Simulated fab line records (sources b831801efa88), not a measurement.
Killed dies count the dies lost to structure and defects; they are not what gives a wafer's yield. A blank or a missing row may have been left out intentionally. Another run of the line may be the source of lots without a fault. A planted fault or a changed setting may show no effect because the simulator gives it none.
Struck lot and sound lot, side by side -- flow sky130 -- 16 out of 708 route steps
Sound: these wafers, L197.1, L197.2, L197.3. Struck: wafers L204.1, L204.4, L204.5. At the end, the cause is stated.
Order at every step that has rows: each side's tool, ch and its chambers, its first start. Under that, the readings that differ: sound wafers -- struck wafers -- difference of the means -- sigmas: that difference in standard deviations of wafers without a fault.
alike: same words and numbers on both sides, and readings whose means sit less than 2 such deviations apart. not compared: any withheld reading, any reading some wafer has no value for, any bound like >300 that may hide the same value, and any number with overlapping values for which the record gives no deviation.
A row with sigmas, a row that says differs or no value, or rows on one side alone: a step with any of these is where the two part. When numbers do not overlap yet have no deviation, they are printed without sigmas and do not part them. A reading missing from all wafers of one side parts the sides only when that side holds two or more wafers.

first, 2 steps without rows for these wafers: SKY_VT_ADJUST_LVTN_PEB_16; SKY_VT_ADJUST_LVTN_DEVELOP_17 (develop time 60 s).
SKY_VT_ADJUST_LVTN_OVL_MEAS_18:
  sound on overlay-02, day 10 01:14; struck on overlay-02, day 12 01:17
  alike: VT_ADJUST_LVTN_01_OVL
then, 1 step without rows for these wafers: SKY_VT_ADJUST_LVTN_IMPLANT_19.
SKY_VT_ADJUST_LVTN_STRIP_20: strips in O2/N2.
  sound on plasmaAsher-04 ch 0,1, day 10 01:25; struck on plasmaAsher-01 ch 0,1, day 12 01:28
  alike: drypumpMotorCurrentA, o2FlowSccm, oesProductAu, stripTimeToEndpointS
  not compared: rfHoursCounterH
SKY_VT_ADJUST_LVTN_TW_MEAS_21:
  sound on filmMetro-04, day 10 01:31; struck on filmMetro-04, day 12 01:34
  alike: VT_ADJUST_LVTN_2_TW
then, 6 steps without rows for these wafers: SKY_VT_ADJUST_NCORE_DEHYDRATE_00 (time 60 s); SKY_VT_ADJUST_NCORE_HMDS_01 (prime time 60 s); SKY_VT_ADJUST_NCORE_COAT_02 (resist thk 1140 nm); SKY_VT_ADJUST_NCORE_SOFTBAKE_03 (time 60 s); SKY_VT_ADJUST_NCORE_EXPOSE_04 (exposes mask LVTN COMPLEMENT THIN, target cd 380 nm); SKY_VT_ADJUST_NCORE_PEB_05.
SKY_VT_ADJUST_NCORE_DEVELOP_06: develop time 60 s.
  sound on lithoTrack-02 ch 0, day 11 00:15; struck on lithoTrack-01 ch 0, day 13 01:19
SKY_VT_ADJUST_NCORE_CD_MEAS_07: the cd target is 380 nm.
  sound on cdSem-02, day 11 00:26; struck on cdSem-02, day 13 01:28
reading,sound,struck,difference,sigmas
cdNm (nm),380.6 380.9 378.7,399.7 399.0 397.1,+18.5,+7
SKY_VT_ADJUST_NCORE_OVL_MEAS_08:
  sound on overlay-01, day 11 00:33; struck on overlay-02, day 13 01:35
reading,sound,struck,difference,sigmas
VT_ADJUST_NCORE_OVL (nm),-2.5 -3.4 -0.9,1.9 2.6 1.2,+4.2,+3
-- a jump in the record: the struck wafers' starts before and after are 37 days apart (it breaks off in module VT_ADJUST_NCORE and resumes in module PAD_OPEN, where the first step shown is number 708 of the route) --
SKY_PAD_OPEN_PROBE_99:
  sound on prober-01, day 48 00:20; struck on prober-01, day 49 13:46
  alike: killed_at_M0_to_M3, killed_at_M4_up, killedAtContacts, killedAtFrontEnd, killedAtOther, killedDies, killedOpen, killedShort

== WHERE THEY PART ==
At SKY_VT_ADJUST_NCORE_CD_MEAS_07 first; at SKY_VT_ADJUST_NCORE_OVL_MEAS_08 last (within this record only). Later steps at which nothing parts them and some readings are alike: SKY_PAD_OPEN_PROBE_99.

WHY: what the simulator had put in
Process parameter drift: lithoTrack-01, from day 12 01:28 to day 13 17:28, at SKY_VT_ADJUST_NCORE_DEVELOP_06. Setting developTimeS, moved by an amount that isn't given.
